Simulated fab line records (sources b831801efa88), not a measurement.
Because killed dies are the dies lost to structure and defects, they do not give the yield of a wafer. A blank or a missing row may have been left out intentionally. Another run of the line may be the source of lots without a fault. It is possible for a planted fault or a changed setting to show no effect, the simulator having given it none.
Which tool did it? | flow sky130 | 14 lots, 42 wafers sampled, at 6 steps of a route of 708

== WHAT THE GAUGES READ, wafer by wafer ==
SKY_LDD_HVN_OVL_MEAS_07. Usual: LDD_HVN_OVL gives -0.4 nm (standard deviation 1.1).
lot  | measured     | on         | LDD_HVN_OVL (nm) | flag
L795 | day 20 13:10 | overlay-02 | 1.2 0.3 0.9      |
L796 | day 21 00:17 | overlay-01 | -0.9 1.6 1.0     |
L799 | day 22 00:24 | overlay-02 | -0.9 -0.5 0.1    |
L800 | day 22 20:07 | overlay-01 | -0.9 -1.5 -1.1   |
L801 | day 22 20:25 | overlay-02 | 0.1 -0.7 -0.3    |
L802 | day 23 05:24 | overlay-02 | -1.3 -1.6 -1.4   |
L804 | day 24 06:06 | overlay-02 | -0.7 -0.5 -0.8   |
L806 | day 24 22:12 | overlay-01 | 0.1 1.4 1.1      |
L811 | day 26 04:24 | overlay-01 | 0.5 -0.9 -0.2    |
L812 | day 26 18:39 | overlay-01 | -0.2 0.5 0.9     |
L813 | day 26 20:06 | overlay-01 | -0.3 0.0 -0.9    |
L815 | day 27 13:31 | overlay-01 | -2.3 -2.3 -1.1   |
L817 | day 28 02:49 | overlay-02 | -0.9 -0.3 -0.3   |
L818 | day 28 11:59 | overlay-01 | -2.2 -0.7 -0.8   |

SKY_POLY_CUT_CD_MEAS_08: target cd 270 nm. Usual: cd nm 270.5 nm, standard deviation 1.3.
lot  | measured     | on        | cd nm (nm)        | flag
L795 | day 24 12:05 | cd sem-02 | 271.1 270.9 271.3 |
L796 | day 24 21:29 | cd sem-01 | 268.3 270.7 270.3 |
L799 | day 25 22:02 | cd sem-01 | 269.7 270.3 269.8 |
L800 | day 26 14:36 | cd sem-01 | 270.8 270.1 270.3 |
L801 | day 26 15:44 | cd sem-01 | 269.7 269.0 268.9 |
L802 | day 26 23:20 | cd sem-02 | 270.6 270.6 270.0 |
L804 | day 27 23:43 | cd sem-02 | 271.9 272.4 270.1 |
L806 | day 28 16:38 | cd sem-01 | 269.6 268.9 269.8 |
L811 | day 29 21:26 | cd sem-01 | 271.3 270.8 270.9 |
L812 | day 30 09:32 | cd sem-02 | 270.7 270.5 269.5 |
L813 | day 30 11:10 | cd sem-02 | 271.3 271.6 272.0 |
L815 | day 31 05:35 | cd sem-01 | 271.1 271.0 271.8 |
L817 | day 31 19:04 | cd sem-01 | 271.0 271.9 269.7 |
L818 | day 32 01:56 | cd sem-02 | 270.6 271.5 269.8 |

SKY_LOCAL_INTERCONNECT_RS_MEAS_01: measures by four-point-probe. Usual: LOCAL_INTERCONNECT_TIN_RS gives 14.22 ohm/sq (standard deviation 0.17).
lot  | measured     | on            | LOCAL_INTERCONNECT_TIN_RS (ohm/sq) | flag
L795 | day 29 11:13 | film metro-04 | 14.22 14.03 14.24                  |
L796 | day 29 19:47 | film metro-01 | 14.25 14.23 14.27                  |
L799 | day 30 19:17 | film metro-04 | 14.16 14.38 14.18                  |
L800 | day 31 10:24 | film metro-02 | 14.39 14.14 14.02                  |
L801 | day 31 12:32 | film metro-02 | 14.20 14.60 13.98                  |
L802 | day 31 20:12 | film metro-01 | 14.09 14.15 13.95                  |
L804 | day 32 18:26 | film metro-04 | 14.15 14.21 14.09                  |
L806 | day 33 12:14 | film metro-01 | 14.54 14.71 14.63                  |
L811 | day 34 15:28 | film metro-01 | 12.68 12.62 12.57                  | OFF
L812 | day 35 01:09 | film metro-02 | 12.65 12.61 12.78                  | OFF
L813 | day 35 03:43 | film metro-04 | 14.33 14.15 14.24                  |
L815 | day 35 22:29 | film metro-04 | 14.17 14.25 14.24                  |
L817 | day 36 08:45 | film metro-04 | 14.22 14.12 14.08                  |
L818 | day 36 15:59 | film metro-04 | 14.20 14.41 14.22                  |

SKY_LOCAL_INTERCONNECT_THK_MEAS_02: measures by xrf. Usual: LOCAL_INTERCONNECT_TIN_THK gives 99.8 nm (standard deviation 1.4).
lot  | measured     | on            | LOCAL_INTERCONNECT_TIN_THK (nm) | flag
L795 | day 29 11:20 | film metro-04 | 101.2 102.0 100.9               |
L796 | day 29 19:54 | film metro-01 | 98.7 99.3 98.1                  |
L799 | day 30 19:23 | film metro-04 | 101.2 99.4 101.1                |
L800 | day 31 10:30 | film metro-02 | 97.9 99.2 100.7                 |
L801 | day 31 12:39 | film metro-02 | 98.9 96.7 100.8                 |
L802 | day 31 20:19 | film metro-01 | 100.0 99.5 101.0                |
L804 | day 32 18:34 | film metro-04 | 101.5 101.4 101.7               |
L806 | day 33 12:21 | film metro-01 | 97.1 96.2 96.6                  |
L811 | day 34 15:34 | film metro-01 | 110.4 111.1 111.8               | OFF
L812 | day 35 01:16 | film metro-02 | 110.8 111.2 109.0               | OFF
L813 | day 35 03:49 | film metro-04 | 100.1 101.6 100.8               |
L815 | day 35 22:37 | film metro-04 | 101.0 100.3 100.0               |
L817 | day 36 08:52 | film metro-04 | 100.2 100.9 101.0               |
L818 | day 36 16:06 | film metro-04 | 101.0 99.5 100.5                |

== WHAT TOOL EACH LOT RAN ON (gives the tool, then ch and the chambers of the sampled wafers, and finally the start) ==
lot  | SKY_LDD_LDN_STRIP_12                 | SKY_LOCAL_INTERCONNECT_SPUTTER_00
L795 | plasma asher-02 ch 1, day 23 03:23   | pvd sputter-01, day 29 11:08
L796 | plasma asher-02 ch 0,1, day 23 14:17 | pvd sputter-04, day 29 19:43
L799 | plasma asher-04 ch 0,1, day 24 14:11 | pvd sputter-01, day 30 19:12
L800 | plasma asher-02 ch 0,1, day 25 07:55 | pvd sputter-02, day 31 10:17
L801 | plasma asher-02 ch 0, day 25 08:29   | pvd sputter-02, day 31 12:28
L802 | plasma asher-02 ch 0,1, day 25 16:59 | pvd sputter-02, day 31 20:07
L804 | plasma asher-02 ch 0,1, day 26 17:20 | pvd sputter-04, day 32 18:23
L806 | plasma asher-01 ch 0, day 27 10:50   | pvd sputter-04, day 33 12:10
L811 | plasma asher-04 ch 0,1, day 28 14:56 | pvd sputter-01, day 34 15:23
L812 | plasma asher-04 ch 0,1, day 29 04:23 | pvd sputter-01, day 35 01:05
L813 | plasma asher-02 ch 0,1, day 29 05:32 | pvd sputter-04, day 35 03:38
L815 | plasma asher-01 ch 0,1, day 29 23:50 | pvd sputter-04, day 35 22:26
L817 | plasma asher-02 ch 0,1, day 30 12:32 | pvd sputter-04, day 36 08:41
L818 | plasma asher-04 ch 0,1, day 30 20:20 | pvd sputter-02, day 36 15:55
- SKY_LDD_LDN_STRIP_12: strips in O2/N2.
- SKY_LOCAL_INTERCONNECT_SPUTTER_00: material TiN, target thk 100 nm, time 83.3 s.

== WHAT THE TOOLS THEMSELVES READ (means of the sampled wafers that have a number; where no wafer has one, the mark that the record gives instead) ==
SKY_LDD_LDN_STRIP_12. Usual: drypump motor current A 6.0 A, standard deviation 0.47; oes product au 0.716 a.u., standard deviation 0.0048; strip time to endpoint s 14.19 s, standard deviation 0.04.
lot  | tool            | drypump motor current A (A) | oes product au (a.u.) | strip time to endpoint s (s) | flag
L795 | plasma asher-02 | 6.5                         | 0.716                 | 14.19                        |
L796 | plasma asher-02 | 6.4                         | 0.715                 | 14.18                        |
L799 | plasma asher-04 | 5.3                         | 0.713                 | 14.13                        |
L800 | plasma asher-02 | 6.4                         | 0.717                 | 14.19                        |
L801 | plasma asher-02 | 6.3                         | 0.714                 | 14.15                        |
L802 | plasma asher-02 | 6.4                         | 0.712                 | 14.23                        |
L804 | plasma asher-02 | 6.4                         | 0.716                 | 14.22                        |
L806 | plasma asher-01 | 5.5                         | 0.715                 | 14.20                        |
L811 | plasma asher-04 | 5.5                         | 0.720                 | 14.17                        |
L812 | plasma asher-04 | 5.3                         | 0.714                 | 14.16                        |
L813 | plasma asher-02 | 6.3                         | 0.716                 | 14.27                        |
L815 | plasma asher-01 | 5.5                         | 0.716                 | 14.24                        |
L817 | plasma asher-02 | 6.4                         | 0.719                 | 14.16                        |
L818 | plasma asher-04 | 5.3                         | 0.715                 | 14.17                        |

SKY_LOCAL_INTERCONNECT_SPUTTER_00. Usual: cathode dc power W 6500.1 W, standard deviation 1.2; throttle valve pct 30.3 %, standard deviation 1.1.
lot  | tool           | cathode dc power W (W) | throttle valve pct (%) | flag
L795 | pvd sputter-01 | 6500.6                 | 30.2                   |
L796 | pvd sputter-04 | 6499.7                 | 29.9                   |
L799 | pvd sputter-01 | 6499.8                 | 31.8                   |
L800 | pvd sputter-02 | 6501.3                 | 30.1                   |
L801 | pvd sputter-02 | 6499.5                 | 29.6                   |
L802 | pvd sputter-02 | 6501.2                 | 29.6                   |
L804 | pvd sputter-04 | 6500.1                 | 29.4                   |
L806 | pvd sputter-04 | 6500.2                 | 30.5                   |
L811 | pvd sputter-01 | 7210.3                 | 31.0                   | OFF
L812 | pvd sputter-01 | 7211.8                 | 31.6                   | OFF
L813 | pvd sputter-04 | 6500.5                 | 30.0                   |
L815 | pvd sputter-04 | 6499.8                 | 30.4                   |
L817 | pvd sputter-04 | 6500.3                 | 30.1                   |
L818 | pvd sputter-02 | 6498.9                 | 30.5                   |

== THE ANSWER, worked out from the rows above alone ==
Rule: take the mean of a lot's wafers that have a number; if it is more than 3 standard deviations from the usual mean, the lot is off. A lot without any number at a reading at which 4 lots or more have one is off too. Any other lot the step has rows for is counted as sound. After the gauges, taken in route order, come the tools' own readings; for these a lot's mean is taken, as printed above. At the first step where some lot is off, the reading lying furthest off is the one used; lots without a number count as furthest.
Off: L811, L812, at SKY_LOCAL_INTERCONNECT_RS_MEAS_01 (LOCAL_INTERCONNECT_TIN_RS).
If a tool, at a process step before that reading, ran all the lots that are off and no sound lot after the first of them, it fits. Not tried: the gauges at SKY_LOCAL_INTERCONNECT_RS_MEAS_01; whatever is off there is also off at SKY_LOCAL_INTERCONNECT_SPUTTER_00, on other tools, and gauge error can't account for it. One candidate fits, namely pvd sputter-01 at SKY_LOCAL_INTERCONNECT_SPUTTER_00. A fault onset in the window from L799 (day 30 19:12, its last sound lot) to L811 (day 34 15:23, its first lot off) fits.
On the lots that are off, the tool's own readings at SKY_LOCAL_INTERCONNECT_SPUTTER_00 differ by more than 5 times the standard deviation of the sound lots' means, which bears it out; cathode dc power W reads 7211.1 W there versus 6500.2 W on the sound lots.

== WHAT THE SIMULATOR HAD PUT IN ==
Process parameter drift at SKY_LOCAL_INTERCONNECT_SPUTTER_00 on pvd sputter-01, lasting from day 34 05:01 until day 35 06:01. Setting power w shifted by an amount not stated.
Lots struck among those shown: L811, L812. The rule given above showed the same thing.
